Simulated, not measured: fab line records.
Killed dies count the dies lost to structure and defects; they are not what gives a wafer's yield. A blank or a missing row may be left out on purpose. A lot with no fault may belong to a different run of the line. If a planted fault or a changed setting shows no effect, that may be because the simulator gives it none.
Comparing a struck lot with a sound one -- flow gf180mcu -- 16 steps out of a route of 602
Sound: these wafers, L989.1, L989.4, L989.6. Wafers L102.3, L102.4, L102.5 were the ones struck. The cause comes at the end.
At each step with rows: each side's tool, then ch and its chambers, then its first start. Under that, the readings that differ: sound wafers -- struck wafers -- difference of the means -- sigmas: that difference in standard deviations of wafers without a fault.
alike: readings whose means differ by less than 2 such deviations, and words and numbers that are the same on both sides. not compared: withheld readings, readings that some wafer has no value for, bounds like >300 that may hide the same value, and numbers for which the record gives no deviation and whose values overlap.
The two part at a step that has a row with sigmas, a row that says differs or no value, or rows on one side only. Non-overlapping numbers with no deviation appear without sigmas and do not part them. A reading missing from all wafers of one side parts the sides only when that side holds two or more wafers.

first, 3 steps without rows for these wafers: GF_V4_EXPOSE_11 (exposes mask Via4, target cd 260 nm); GF_V4_PEB_12 (peb time 90 s); GF_V4_DEVELOP_13 (develop time 60 s).
GF_V4_CD_MEAS_14 targets a cd of 260 nm.
  struck on cdSem-01, day 28 23:34; sound on cdSem-02, day 24 16:58
  alike: cdNm
GF_V4_OVL_MEAS_15:
  struck on overlay-02, day 28 23:39; sound on overlay-01, day 24 17:05
  alike: V4_OVL
GF_V4_ETCH_16: etches BARC in N2/H2.
  sound on rieDiel-04 ch 2,3, day 24 17:08; struck on rieDiel-01 ch 0,1,3, day 28 23:40
  alike: biasW, drypumpMotorCurrentA, oesProductAu, throttleValvePct
GF_V4_ETCH_17: etches SiO2 in C4F8/O2/Ar, stops on TiN, target depth 630 nm.
  sound: rieDiel-04 ch 2,3; struck: rieDiel-01 ch 0,1,3
  alike: biasW, oesProductAu
GF_V4_STRIP_18: strips in O2/N2.
  sound on plasmaAsher-03 ch 1, day 24 17:16; struck on plasmaAsher-04 ch 0,1, day 28 23:50
  alike: drypumpMotorCurrentA, heaterPowerW, oesProductAu
  not compared: rfHoursCounterH
then, 2 steps without rows for these wafers: GF_V4_STRIP_19 (strips in post etch residue remover, time 1200 s); GF_V4_CLEAN_20 (cleans in DIW).
GF_V4_SPUTTER_21: material Ti, target thk 15 nm, time 80.02 s.
  struck on pvdSputter-01, day 29 00:20; sound on pvdSputter-01, day 24 17:47
  alike: throttleValvePct
GF_V4_SPUTTER_22: material TiN, target thk 10 nm, time 40 s.
  struck on pvdSputter-01, day 29 00:23; sound on pvdSputter-01, day 24 17:51
  alike: throttleValvePct
GF_V4_CVD_23: deposits W, target thk 350 nm, time 104.9 s.
  sound on cvdW-02 ch 0,1, day 24 17:53; struck on cvdW-01 ch 0,1, day 29 00:28
  no value came back on the struck wafers for chamberPressureTorr (Torr), heaterPowerOuterW (W), heaterPowerW (W); on the sound wafers chamberPressureTorr (Torr) reads 40.06 40.17 40.04
GF_V4_RS_MEAS_24: uses a four-point probe to measure.
  struck on filmMetro-04, day 29 00:35; sound on filmMetro-03, day 24 18:00
reading,sound,struck,difference,sigmas
V4_W_RS (ohm/sq),0.319 0.325 0.324,44.936 43.108 45.204,+44.093,+99 or more
GF_V4_THK_MEAS_25: measures by xrf.
  struck on filmMetro-04, day 29 00:41; sound on filmMetro-03, day 24 18:07
  not compared: V4_W_THK
GF_V4_CMP_26: polishes, stops on SiO2, t overpolish 15 s, target thk 0 nm.
  sound on cmp-01 ch 0,1,3, day 24 18:18; struck on cmp-02 ch 2,3, day 29 00:47
reading,sound,struck,difference,sigmas
timeToEndpointS (s),86 83 89,0 0 4,-85,-25
  alike: motorCurrentA

## WHERE THEY PART
At GF_V4_CVD_23 first; at GF_V4_CMP_26 last (within this record only).

WHY: the cause the simulator had injected
Entire step skipped (cvdW-01, GF_V4_CVD_23), from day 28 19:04 onward. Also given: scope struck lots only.
